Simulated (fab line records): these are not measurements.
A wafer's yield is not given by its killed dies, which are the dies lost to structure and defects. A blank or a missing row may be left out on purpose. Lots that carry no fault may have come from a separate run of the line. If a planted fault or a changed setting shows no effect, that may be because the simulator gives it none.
What tool caused it?	flow sky130	Sampling: 12 lots, 36 wafers, 4 of 708 route steps

## WHAT THE GAUGES SHOWED, per wafer
SKY_METAL4_CD_MEAS_13: the cd target is 300 nm.
lot	measured	on	cd_nm (nm)
L727	day 41 23:14	cd_sem-02	299.6 299.7 301.4
L728	day 42 04:34	cd_sem-01	299.8 298.0 297.9
L729	day 42 08:07	cd_sem-01	298.6 299.6 299.1
L731	day 43 08:03	cd_sem-02	301.3 301.0 301.2
L732	day 43 12:29	cd_sem-02	298.7 277.3 299.8
L733	day 43 18:04	cd_sem-02	302.1 280.4 302.9
L734	day 44 02:25	cd_sem-02	299.6 298.0 275.7
L743	day 46 07:56	cd_sem-01	302.3 301.6 302.2
L746	day 46 23:55	cd_sem-02	302.2 301.8 302.2
L747	day 47 05:22	cd_sem-01	300.4 299.3 299.4
L749	day 47 12:47	cd_sem-02	298.7 299.9 299.1
L750	day 47 18:22	cd_sem-02	300.0 301.4 301.8

## TOOL THAT RAN EACH LOT (tool first, then ch and the chambers of the sampled wafers, then the start)
lot	SKY_METAL2_DESCUM_17	SKY_CAPM_SPUTTER_02	SKY_METAL4_EXPOSE_10
L727	rie_metal-04 ch 0,1, day 35 06:07	pvd_sputter-04, day 36 11:29	krf_scanner-02 ch 0, day 41 10:50
L728	rie_metal-04 ch 0,1, day 35 15:23	pvd_sputter-04, day 36 19:31	krf_scanner-01 ch 0, day 41 16:57
L729	rie_metal-04 ch 0,1, day 35 18:02	pvd_sputter-04, day 36 22:50	krf_scanner-01 ch 0, day 41 20:40
L731	rie_metal-01 ch 0,1, day 36 20:19	pvd_sputter-04, day 38 00:50	krf_scanner-02 ch 0, day 42 20:43
L732	rie_metal-04 ch 0,1, day 37 00:55	pvd_sputter-04, day 38 06:58	krf_scanner-02 ch 0, day 43 01:32
L733	rie_metal-01 ch 0,1, day 37 05:16	pvd_sputter-02, day 38 10:19	krf_scanner-02 ch 0, day 43 06:52
L734	rie_metal-01 ch 0,1, day 37 16:07	pvd_sputter-03, day 38 21:02	krf_scanner-02 ch 0, day 43 15:34
L743	rie_metal-04 ch 0,1, day 40 04:38	pvd_sputter-02, day 41 09:07	krf_scanner-01 ch 0, day 45 22:04
L746	rie_metal-01 ch 0,1, day 41 01:14	pvd_sputter-04, day 42 04:56	krf_scanner-02 ch 0, day 46 14:00
L747	rie_metal-01 ch 0,1, day 41 06:40	pvd_sputter-03, day 42 09:47	krf_scanner-01 ch 0, day 46 19:35
L749	rie_metal-03 ch 0, day 41 18:14	pvd_sputter-03, day 42 21:41	krf_scanner-01 ch 0, day 47 02:26
L750	rie_metal-04 ch 0,1, day 42 00:46	pvd_sputter-02, day 43 03:08	krf_scanner-01 ch 0, day 47 08:52
- SKY_METAL2_DESCUM_17: chemistry O2, time 8 s.
- SKY_CAPM_SPUTTER_02: material TiN, target thk 200 nm, time 166.7 s.
- SKY_METAL4_EXPOSE_10: exposes mask MM4, target cd 300 nm.

## AS READ BY THE TOOLS THEMSELVES (means over the sampled wafers that have a number; for cases with no such wafer, the mark the record gives instead)
SKY_METAL2_DESCUM_17.
lot	tool	drypump_motor_current_A (A)	oes_product_au (a.u.)	rf_fwd_power_W (W)
L727	rie_metal-04	5.39	1.000	146.3
L728	rie_metal-04	5.17	0.997	146.1
L729	rie_metal-04	5.41	0.994	145.8
L731	rie_metal-01	5.56	1.005	147.1
L732	rie_metal-04	5.37	0.994	146.5
L733	rie_metal-01	5.43	1.003	147.2
L734	rie_metal-01	5.56	1.008	147.2
L743	rie_metal-04	5.40	1.011	146.5
L746	rie_metal-01	5.55	0.991	147.7
L747	rie_metal-01	5.42	1.005	146.6
L749	rie_metal-03	5.80	1.010	147.7
L750	rie_metal-04	5.39	0.998	146.8

SKY_CAPM_SPUTTER_02.
lot	tool	throttle_valve_pct (%)
L727	pvd_sputter-04	31.0
L728	pvd_sputter-04	29.6
L729	pvd_sputter-04	31.0
L731	pvd_sputter-04	31.2
L732	pvd_sputter-04	31.7
L733	pvd_sputter-02	29.7
L734	pvd_sputter-03	30.3
L743	pvd_sputter-02	29.8
L746	pvd_sputter-04	31.5
L747	pvd_sputter-03	30.1
L749	pvd_sputter-03	30.9
L750	pvd_sputter-02	30.5

## THE ANSWER, worked out from the rows above alone
Rule: what is usual is taken from the lots themselves. The widest of any qualifying gaps counts: lots, ordered by their means at a reading, are off when they make up no more than a third of the lots, leave a main group of 4 or more, and stand apart from it by 3 or more times the standard deviation of that group's means. The tables above print the reading to a certain number of digits; a main group whose means all agree to those digits is not used. A lot without any number at a reading at which 4 lots or more have one is off too. All remaining lots with rows at the step are treated as sound. The gauges are gone through in route order, then the tools' own readings, and for those a lot's mean is taken as printed above. At the first step where some lot is off, the reading lying furthest off is the one used; lots without a number count as furthest.
Across all readings shown, no lot is off: no conclusion can be drawn from this.

## WHAT THE SIMULATOR HAD PUT IN
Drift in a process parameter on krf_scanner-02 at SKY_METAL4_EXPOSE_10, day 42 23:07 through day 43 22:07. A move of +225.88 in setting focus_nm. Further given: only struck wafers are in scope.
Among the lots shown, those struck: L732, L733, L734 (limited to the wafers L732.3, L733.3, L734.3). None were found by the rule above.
